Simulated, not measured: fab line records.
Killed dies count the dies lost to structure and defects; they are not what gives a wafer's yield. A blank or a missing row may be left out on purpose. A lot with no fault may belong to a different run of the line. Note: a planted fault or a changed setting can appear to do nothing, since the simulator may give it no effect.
Which tool is to blame? ; flow sky130 ; Sampling: 24 lots, 72 wafers, 2 of 708 route steps

WHAT THE GAUGES SHOWED, per wafer
SKY_VT_ADJUST_LVTN_OVL_MEAS_18. Usual: for VT_ADJUST_LVTN_01_OVL the level is -0.4 nm and the standard deviation is 1.4.
lot;measured;on;VT_ADJUST_LVTN_01_OVL (nm);flag
L074;day 7 17:31;overlay-02;-0.9 -0.2 -1.0;
L075;day 7 22:42;overlay-02;1.0 0.2 1.5;
L076;day 8 04:45;overlay-02;-2.1 -1.4 -1.4;
L077;day 8 21:21;overlay-01;-1.6 -0.4 -0.3;
L078;day 9 08:00;overlay-01;-0.2 1.0 1.4;
L079;day 9 13:03;overlay-02;-1.1 -0.3 -1.4;
L080;day 9 15:03;overlay-02;1.2 1.0 0.5;
L081;day 9 22:15;overlay-01;-0.7 -1.1 -1.3;
L082;day 10 04:23;overlay-02;1.1 0.5 0.3;
L083;day 10 15:25;overlay-01;0.0 -1.0 -1.1;
L084;day 10 17:34;overlay-02;-0.5 -0.4 0.1;
L085;day 10 19:26;overlay-02;-1.4 -0.4 -3.2;
L086;day 11 07:49;overlay-02;-1.4 -3.3 0.5;
L087;day 11 12:26;overlay-01;-1.7 -0.2 -1.3;
L088;day 11 22:03;overlay-01;-2.4 -0.9 -1.7;
L089;day 12 03:43;overlay-02;-1.3 -0.6 -0.6;
L090;day 12 10:33;overlay-02;2.3 0.9 -1.4;
L091;day 12 20:07;overlay-01;4.1 -0.3 1.3;
L092;day 13 01:33;overlay-01;0.6 0.6 3.1;
L093;day 13 03:05;overlay-01;1.8 0.6 0.4;
L094;day 13 16:57;overlay-01;-1.1 -0.7 0.9;
L095;day 13 23:56;overlay-01;-1.6 -2.2 -1.9;
L096;day 14 04:39;overlay-01;0.7 0.6 0.0;
L097;day 14 09:11;overlay-01;-1.2 -0.4 0.1;

WHICH TOOL RAN EACH LOT (tool, then ch and the chambers of the sampled wafers, then the start)
lot;SKY_FIELD_ISO_CMP_27
L074;cmp-02 ch 0,1,3, day 2 09:54
L075;cmp-01 ch 2,3, day 2 14:13
L076;cmp-01 ch 0,2, day 2 20:15
L077;cmp-01 ch 0,1,2, day 3 05:17
L078;cmp-01 ch 0,2,3, day 3 12:41
L079;cmp-02 ch 0,1,2, day 3 16:26
L080;cmp-02 ch 2,3, day 3 18:23
L081;cmp-01 ch 1,3, day 4 00:15
L082;cmp-01 ch 0,1,2, day 4 06:14
L083;cmp-01 ch 2,3, day 4 12:14
L084;cmp-01 ch 0,1,3, day 4 14:41
L085;cmp-01 ch 2,3, day 4 17:35
L086;cmp-01 ch 0,2, day 5 00:26
L087;cmp-01 ch 0,2,3, day 5 04:56
L088;cmp-02 ch 0,1,2, day 5 10:57
L089;cmp-01 ch 0,1,3, day 5 16:50
L090;cmp-02 ch 0,2,3, day 5 20:30
L091;cmp-01 ch 1,2, day 6 04:06
L092;cmp-01 ch 0,3, day 6 08:23
L093;cmp-01 ch 1,2, day 6 12:46
L094;cmp-02 ch 0,1,2, day 6 21:35
L095;cmp-02 ch 0,1, day 7 01:53
L096;cmp-02 ch 0,2,3, day 7 06:10
L097;cmp-02 ch 0,2,3, day 7 10:43
- SKY_FIELD_ISO_CMP_27: polishes, stops on Si3N4, t overpolish 16 s, target thk 457.8 nm.

AS READ BY THE TOOLS THEMSELVES (means over the sampled wafers that have a number; for cases with no such wafer, the mark the record gives instead)
SKY_FIELD_ISO_CMP_27. Usual: motor current A 12.3 A, standard deviation 1.1; overpolish run s 15.999 s, standard deviation 0.0088; time to endpoint s 110 s, standard deviation 4.8.
lot;tool;motor current A (A);overpolish run s (s);time to endpoint s (s);flag
L074;cmp-02;12.1;15.992;111;
L075;cmp-01;12.6;16.006;117;
L076;cmp-01;13.4;15.999;114;
L077;cmp-01;12.6;16.002;112;
L078;cmp-01;12.3;16.003;118;
L079;cmp-02;12.3;15.996;115;
L080;cmp-02;13.2;15.999;109;
L081;cmp-01;11.2;16.006;113;
L082;cmp-01;12.9;15.994;111;
L083;cmp-01;12.4;16.005;109;
L084;cmp-01;11.8;16.001;108;
L085;cmp-01;11.5;16.006;106;
L086;cmp-01;13.4;15.999;104;
L087;cmp-01;12.4;15.997;103;
L088;cmp-02;12.8;15.998;111;
L089;cmp-01;11.4;16.004;105;
L090;cmp-02;12.7;15.993;110;
L091;cmp-01;12.4;16.002;112;
L092;cmp-01;11.8;15.990;105;
L093;cmp-01;13.1;16.004;106;
L094;cmp-02;12.5;16.003;106;
L095;cmp-02;12.1;16.010;109;
L096;cmp-02;13.0;16.000;112;
L097;cmp-02;12.6;15.993;110;

THE ANSWER, worked out from the rows above alone
Rule: lot off if the mean of its wafers having a number is beyond 3 standard deviations from the usual mean. A lot without any number at a reading at which 4 lots or more have one is off too. Any other lot the step has rows for is counted as sound. Order of review: gauges by route order, followed by the tools' own readings, for which a lot's mean as printed above is used. At the first step where some lot is off, the reading lying furthest off is the one used; lots without a number count as furthest.
No lot is off at any reading shown: from this, nothing can be told.

WHAT HAD BEEN PUT IN BY THE SIMULATOR
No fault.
